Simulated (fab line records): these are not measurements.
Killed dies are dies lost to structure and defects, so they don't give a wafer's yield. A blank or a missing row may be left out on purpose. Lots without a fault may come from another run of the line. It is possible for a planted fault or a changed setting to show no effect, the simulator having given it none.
The same fault as seen by 2 desks    flow gf180mcu    every desk sees just its own numbers, and what lay behind them comes last

FOR THE TOOL OWNER'S DESK: rtp_anneal-01
The tool's own readings at GF_PSD_RTA_13 (time 20 s): means of the sampled wafers that have a number, for each lot that ran on this tool. Any lot whose mean is over 4 standard deviations away from the usual mean is out of limits and marked OUT; that distance is given in the brackets.
Columns: A = lamp_power_pct at GF_PSD_RTA_13, usual 38.5 %; B = run_length_s at GF_PSD_RTA_13, usual 48.6 s; C = wafer_temp_C_max at GF_PSD_RTA_13, usual 1029.2
lot   first seen here  A     B                C
L691  day 14 02:32     38.8  48.6             1028.3
L695  day 15 13:18     38.8  45.9 (-5.3) OUT  1029.1
L696  day 15 23:17     38.7  46.1 (-5.1) OUT  1028.4
L698  day 16 12:43     38.8  44.9 (-7.4) OUT  1027.8
L704  day 19 03:37     38.8  48.4             1027.7
L710  day 21 10:59     38.8  48.4             1028.8
L711  day 21 14:22     38.8  48.3             1028.2
L713  day 21 21:10     38.8  48.6             1029.2
L714  day 22 10:02     38.8  48.5             1028.5
This desk finds L695, L696, L698 out of limits, L695 being first, at day 15 13:18 (run_length_s at GF_PSD_RTA_13). L691, L704, L710, L711, L713, L714 stayed within limits.

FROM THE METROLOGY DESK
Lot by lot, what the gauges showed, no matter which tool ran the lot: averages of those sampled wafers that carry a number. Any lot whose mean is over 4 standard deviations away from the usual mean is out of limits and marked OUT; that distance is given in the brackets.
Columns: A = cd_nm at GF_HV_LDD_CD_MEAS_31, usual 399.6 nm; B = NSD_RS at GF_PSD_RS_MEAS_14, usual 46.12 ohm/sq; C = PSD_RS at GF_PSD_RS_MEAS_15, usual 108.54 ohm/sq
lot   first seen here  A      B                 C
L691  day 11 11:40     398.2  46.05             108.44
L692  day 11 20:35     400.2  46.15             108.55
L695  day 12 19:53     402.0  46.69 (+6.6) OUT  110.23 (+6.0) OUT
L696  day 13 05:01     400.2  46.76 (+7.4) OUT  110.17 (+5.8) OUT
L698  day 13 17:10     397.1  47.24 (+13) OUT   111.41 (+10) OUT
L704  day 15 23:32     401.3  46.05             108.49
L705  day 16 00:39     401.4  46.18             108.72
L706  day 16 14:22     399.8  46.15             108.58
L710  day 18 05:02     395.7  46.17             108.29
L711  day 18 07:58     400.7  46.09             108.40
L713  day 18 15:11     400.8  46.21             109.06
L714  day 19 03:56     396.8  46.12             108.52
This desk reports L695, L696, L698 out of limits; the earliest was L695 at day 15 13:23 (NSD_RS at GF_PSD_RS_MEAS_14). L691, L692, L704, L705, L706, L710, L711, L713, L714 stayed within limits.

TAKEN TOGETHER
On L695, L696, L698, at day 15 13:18, an alarm was possible from the tool owner's desk.
The metrology desk could have raised an alarm at day 15 13:23, on L695, L696, L698.
Of the lots named, all ran GF_PSD_RTA_13 on rtp_anneal-01.

WHAT THE SIMULATOR PUT IN
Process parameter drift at GF_PSD_RTA_13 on rtp_anneal-01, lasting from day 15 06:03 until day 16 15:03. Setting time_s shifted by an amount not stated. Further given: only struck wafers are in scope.
Lots struck among those shown: L695, L696, L698.
Time in hours from fault onset to the first out-of-limits reading at each desk: tool owner's desk 7, metrology desk 7.
